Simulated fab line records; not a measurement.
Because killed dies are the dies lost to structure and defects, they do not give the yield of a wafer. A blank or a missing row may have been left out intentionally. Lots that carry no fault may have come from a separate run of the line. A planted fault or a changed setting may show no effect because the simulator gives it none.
What tool caused it? :: flow gf180mcu :: 14 lots, 42 wafers sampled, at 4 steps of a route of 602

== WHAT EACH GAUGE READ, for each wafer ==
GF_SAB_OVL_MEAS_10. Usual: SAB_OVL gives 0.0 nm (standard deviation 1.2).
lot: L926
measured: day 15 01:17
on: overlay-01
SAB_OVL (nm): 0.1 -0.9 -0.6
flag: 

lot: L927
measured: day 16 02:49
on: overlay-01
SAB_OVL (nm): -1.1 0.5 -1.4
flag: 

lot: L929
measured: day 16 10:35
on: overlay-01
SAB_OVL (nm): 0.4 -0.5 0.9
flag: 

lot: L930
measured: day 16 21:11
on: overlay-02
SAB_OVL (nm): -1.1 -1.1 -0.7
flag: 

lot: L931
measured: day 17 07:41
on: overlay-02
SAB_OVL (nm): 0.4 -0.1 0.0
flag: 

lot: L932
measured: day 17 08:31
on: overlay-02
SAB_OVL (nm): -0.3 -0.8 -0.7
flag: 

lot: L933
measured: day 17 23:02
on: overlay-01
SAB_OVL (nm): 1.0 -0.3 -0.1
flag: 

lot: L935
measured: day 18 19:35
on: overlay-01
SAB_OVL (nm): -0.4 1.7 -0.7
flag: 

lot: L938
measured: day 19 10:44
on: overlay-02
SAB_OVL (nm): 0.2 1.1 -0.5
flag: 

lot: L939
measured: day 19 18:44
on: overlay-02
SAB_OVL (nm): -0.3 1.3 0.9
flag: 

lot: L940
measured: day 20 04:01
on: overlay-02
SAB_OVL (nm): -1.0 -2.0 -2.0
flag: 

lot: L943
measured: day 21 02:34
on: overlay-02
SAB_OVL (nm): 0.5 -0.9 0.4
flag: 

lot: L946
measured: day 22 10:16
on: overlay-02
SAB_OVL (nm): 3.4 2.1 2.5
flag: 

lot: L949
measured: day 23 03:01
on: overlay-01
SAB_OVL (nm): -1.8 0.0 -2.3
flag: 

GF_CONTACT_BOW_MEAS_05. Usual: CONTACT_BOW gives 67 um (standard deviation 7.5).
lot: L926
measured: day 15 02:45
on: film metro-02
CONTACT_BOW (um): 64 74 67
flag: 

lot: L927
measured: day 16 04:18
on: film metro-02
CONTACT_BOW (um): 72 77 68
flag: 

lot: L929
measured: day 16 12:05
on: film metro-01
CONTACT_BOW (um): 63 68 70
flag: 

lot: L930
measured: day 16 22:37
on: film metro-01
CONTACT_BOW (um): 73 64 67
flag: 

lot: L931
measured: day 17 09:08
on: film metro-01
CONTACT_BOW (um): 76 60 75
flag: 

lot: L932
measured: day 17 09:59
on: film metro-02
CONTACT_BOW (um): 65 64 53
flag: 

lot: L933
measured: day 18 00:28
on: film metro-03
CONTACT_BOW (um): 63 55 65
flag: 

lot: L935
measured: day 18 21:02
on: film metro-02
CONTACT_BOW (um): 67 78 66
flag: 

lot: L938
measured: day 19 12:11
on: film metro-02
CONTACT_BOW (um): 52 56 59
flag: 

lot: L939
measured: day 19 20:11
on: film metro-01
CONTACT_BOW (um): 69 75 52
flag: 

lot: L940
measured: day 20 05:27
on: film metro-01
CONTACT_BOW (um): 62 55 53
flag: 

lot: L943
measured: day 21 04:01
on: film metro-02
CONTACT_BOW (um): 56 73 65
flag: 

lot: L946
measured: day 22 11:42
on: film metro-01
CONTACT_BOW (um): 62 66 69
flag: 

lot: L949
measured: day 23 04:29
on: film metro-01
CONTACT_BOW (um): 68 73 69
flag: 

GF_CONTACT_OVL_MEAS_15. Usual: CONTACT_OVL gives 4 nm (standard deviation 5.7).
lot: L926
measured: day 16 00:23
on: overlay-02
CONTACT_OVL (nm): 1 5 8
flag: 

lot: L927
measured: day 17 02:31
on: overlay-02
CONTACT_OVL (nm): 4 8 3
flag: 

lot: L929
measured: day 17 11:05
on: overlay-02
CONTACT_OVL (nm): 6 -2 4
flag: 

lot: L930
measured: day 17 21:58
on: overlay-01
CONTACT_OVL (nm): 4 0 11
flag: 

lot: L931
measured: day 18 08:29
on: overlay-01
CONTACT_OVL (nm): 4 1 9
flag: 

lot: L932
measured: day 18 09:52
on: overlay-01
CONTACT_OVL (nm): 9 -4 7
flag: 

lot: L933
measured: day 18 23:58
on: overlay-01
CONTACT_OVL (nm): -1 -3 -7
flag: 

lot: L935
measured: day 19 21:40
on: overlay-01
CONTACT_OVL (nm): 2 4 -4
flag: 

lot: L938
measured: day 20 12:34
on: overlay-01
CONTACT_OVL (nm): 7 10 9
flag: 

lot: L939
measured: day 20 21:02
on: overlay-01
CONTACT_OVL (nm): 4 5 1
flag: 

lot: L940
measured: day 21 05:37
on: overlay-02
CONTACT_OVL (nm): 6 21 5
flag: 

lot: L943
measured: day 22 04:01
on: overlay-02
CONTACT_OVL (nm): -3 3 -5
flag: 

lot: L946
measured: day 23 11:12
on: overlay-01
CONTACT_OVL (nm): 12 10 9
flag: 

lot: L949
measured: day 24 03:41
on: overlay-01
CONTACT_OVL (nm): -4 7 -8
flag: 

== WHICH TOOL RAN EACH LOT (tool, then ch and the chambers of the sampled wafers, then the start) ==
lot: L926
GF_POLY_GATE_ETCH_12: rie diel-01 ch 0,2,3, day 9 04:43

lot: L927
GF_POLY_GATE_ETCH_12: rie diel-03 ch 1,3, day 10 01:21

lot: L929
GF_POLY_GATE_ETCH_12: rie diel-03 ch 2,3, day 10 09:01

lot: L930
GF_POLY_GATE_ETCH_12: rie diel-01 ch 0,1,2, day 10 12:31

lot: L931
GF_POLY_GATE_ETCH_12: rie diel-01 ch 1,2, day 10 23:55

lot: L932
GF_POLY_GATE_ETCH_12: rie diel-02 ch 1,3, day 11 02:49

lot: L933
GF_POLY_GATE_ETCH_12: rie diel-03 ch 0,2, day 11 14:55

lot: L935
GF_POLY_GATE_ETCH_12: rie diel-01 ch 1,2,3, day 12 06:13

lot: L938
GF_POLY_GATE_ETCH_12: rie diel-01 ch 0,2,3, day 12 20:19

lot: L939
GF_POLY_GATE_ETCH_12: rie diel-02 ch 0,2,3, day 12 23:58

lot: L940
GF_POLY_GATE_ETCH_12: rie diel-02 ch 1,3, day 13 07:19

lot: L943
GF_POLY_GATE_ETCH_12: rie diel-01 ch 0,1,2, day 14 03:12

lot: L946
GF_POLY_GATE_ETCH_12: rie diel-01 ch 0,2, day 15 02:28

lot: L949
GF_POLY_GATE_ETCH_12: rie diel-03 ch 0,1,2, day 15 23:07
- GF_POLY_GATE_ETCH_12: etches BARC in N2/H2.

== AS READ BY THE TOOLS THEMSELVES (means over the sampled wafers that have a number; for cases with no such wafer, the mark the record gives instead) ==
GF_POLY_GATE_ETCH_12. Usual: drypump motor current A 5.8 A, standard deviation 0.44; oes product au 0.735 a.u., standard deviation 0.0046; rf fwd power W 496.6 W, standard deviation 1.7; throttle valve pct 13.215 %, standard deviation 0.0087.
lot: L926
tool: rie diel-01
drypump motor current A (A): 5.9
oes product au (a.u.): 0.736
rf fwd power W (W): 497.3
throttle valve pct (%): 13.210
flag: 

lot: L927
tool: rie diel-03
drypump motor current A (A): 6.2
oes product au (a.u.): 0.731
rf fwd power W (W): 496.7
throttle valve pct (%): 13.210
flag: 

lot: L929
tool: rie diel-03
drypump motor current A (A): 6.2
oes product au (a.u.): 0.736
rf fwd power W (W): 496.1
throttle valve pct (%): 13.210
flag: 

lot: L930
tool: rie diel-01
drypump motor current A (A): 5.9
oes product au (a.u.): 0.733
rf fwd power W (W): 495.5
throttle valve pct (%): 13.218
flag: 

lot: L931
tool: rie diel-01
drypump motor current A (A): 5.6
oes product au (a.u.): 0.738
rf fwd power W (W): 495.4
throttle valve pct (%): 13.207
flag: 

lot: L932
tool: rie diel-02
drypump motor current A (A): 5.9
oes product au (a.u.): 0.734
rf fwd power W (W): 493.5
throttle valve pct (%): 13.217
flag: 

lot: L933
tool: rie diel-03
drypump motor current A (A): 5.5
oes product au (a.u.): 0.738
rf fwd power W (W): 497.0
throttle valve pct (%): 13.221
flag: 

lot: L935
tool: rie diel-01
drypump motor current A (A): 5.6
oes product au (a.u.): 0.736
rf fwd power W (W): 495.7
throttle valve pct (%): 13.215
flag: 

lot: L938
tool: rie diel-01
drypump motor current A (A): 5.9
oes product au (a.u.): 0.734
rf fwd power W (W): 498.1
throttle valve pct (%): 13.220
flag: 

lot: L939
tool: rie diel-02
drypump motor current A (A): 5.6
oes product au (a.u.): 0.739
rf fwd power W (W): 495.5
throttle valve pct (%): 13.212
flag: 

lot: L940
tool: rie diel-02
drypump motor current A (A): 6.1
oes product au (a.u.): 0.738
rf fwd power W (W): 497.9
throttle valve pct (%): 13.212
flag: 

lot: L943
tool: rie diel-01
drypump motor current A (A): 5.9
oes product au (a.u.): 0.733
rf fwd power W (W): 574.3
throttle valve pct (%): 13.220
flag: OFF

lot: L946
tool: rie diel-01
drypump motor current A (A): 6.3
oes product au (a.u.): 0.735
rf fwd power W (W): 576.7
throttle valve pct (%): 13.211
flag: OFF

lot: L949
tool: rie diel-03
drypump motor current A (A): 5.6
oes product au (a.u.): 0.735
rf fwd power W (W): 498.2
throttle valve pct (%): 13.213
flag: 

== THE ANSWER, worked out from the rows above alone ==
Rule: lot off if the mean of its wafers having a number is beyond 3 standard deviations from the usual mean. Also off: a lot with no number at a reading for which 4 or more lots have one. All remaining lots with rows at the step are treated as sound. First the gauges in route order, then the tools' own readings, where a lot's mean is used as printed above. At the first step where some lot is off, the reading lying furthest off is the one used; lots without a number count as furthest.
Off at GF_POLY_GATE_ETCH_12 (rf fwd power W): L943, L946.
A tool fits if, at that step or a process step before it, it ran every lot that is off, and no sound lot after the first of them. One fits: rie diel-01 at GF_POLY_GATE_ETCH_12. A fault onset in the window from L938 (day 12 20:19, its last sound lot) to L943 (day 14 03:12, its first lot off) fits.
On the lots that are off, the tool's own readings at GF_POLY_GATE_ETCH_12 differ by more than 5 times the standard deviation of the sound lots' means, which bears it out; rf fwd power W reads 575.5 W there versus 496.4 W on the sound lots.

== WHAT THE SIMULATOR HAD PUT IN ==
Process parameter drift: rie diel-01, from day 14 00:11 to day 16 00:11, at GF_POLY_GATE_ETCH_12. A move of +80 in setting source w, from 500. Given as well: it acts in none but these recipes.
Struck lots among those shown: L943, L946. Same finding as the rule above.
